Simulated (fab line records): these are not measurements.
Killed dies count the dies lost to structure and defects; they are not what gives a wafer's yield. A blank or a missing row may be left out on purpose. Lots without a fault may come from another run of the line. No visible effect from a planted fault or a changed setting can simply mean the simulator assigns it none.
A lot that was struck, set against a sound lot || flow sky130 || 14 out of 708 route steps
Sound: these wafers, L645.1, L645.4, L645.5. The struck wafers were L664.1, L664.2, L664.3. At the end, the cause is stated.
For every step that has rows: the tool of each side, followed by ch and its chambers, followed by its first start. Under that, the readings that differ: sound wafers || struck wafers || difference of the means || sigmas: that difference in standard deviations of wafers without a fault.
alike: words and numbers the same on both sides, and readings whose means are apart by under 2 such deviations; not compared: readings that were withheld, readings missing a value for some wafer, numbers with overlapping values and no deviation given by the record, and bounds like >300 which may hide the same value.
Wherever a step has rows on one side only, a row that says differs or no value, or a row with sigmas, the two part there. When numbers do not overlap yet have no deviation, they are printed without sigmas and do not part them. Lack of a reading on every wafer of one side parts them only where that side has two or more wafers.

first, 5 steps without rows for these wafers: SKY_LDD_N_IMPLANT_11; SKY_LDD_N_IMPLANT_12; SKY_LDD_N_IMPLANT_13; SKY_LDD_N_IMPLANT_14; SKY_LDD_N_IMPLANT_15.
SKY_LDD_N_STRIP_16: strips in O2/N2.
  sound on plasma asher-04 ch 0,1, day 18 08:58; struck on plasma asher-04 ch 0,1, day 25 03:50
  alike: drypump motor current A, oes product au, strip time to endpoint s
  not compared: rf hours counter h
SKY_LDD_N_TW_MEAS_17:
  sound on film metro-04 at day 18 09:04; struck on film metro-04 at day 25 03:56
  alike: LDD_N_TW
then, 5 steps without rows for these wafers: SKY_LDD_P_DEHYDRATE_00 (time 60 s); SKY_LDD_P_HMDS_01 (prime time 60 s); SKY_LDD_P_COAT_02 (resist thk 1140 nm); SKY_LDD_P_SOFTBAKE_03 (time 60 s); SKY_LDD_P_EXPOSE_04 (exposes mask PSDM, target cd 380 nm).
SKY_LDD_P_PEB_05:
  sound on litho track-03 ch 0, day 19 15:25; struck on litho track-04, day 26 08:52
{"reading": "exhaust pa (Pa)", "sound": "45.3 44.2 44.6", "struck": "- - -", "difference": "no value on the struck wafers", "sigmas": ""}
  not compared: chill plate temp C, resist line temp C
then, 1 step without rows for these wafers: SKY_LDD_P_DEVELOP_06 (develop time 60 s).

## WHERE THEY PART
Only at SKY_LDD_P_PEB_05, within this record.

WHY: whatever the simulator had introduced
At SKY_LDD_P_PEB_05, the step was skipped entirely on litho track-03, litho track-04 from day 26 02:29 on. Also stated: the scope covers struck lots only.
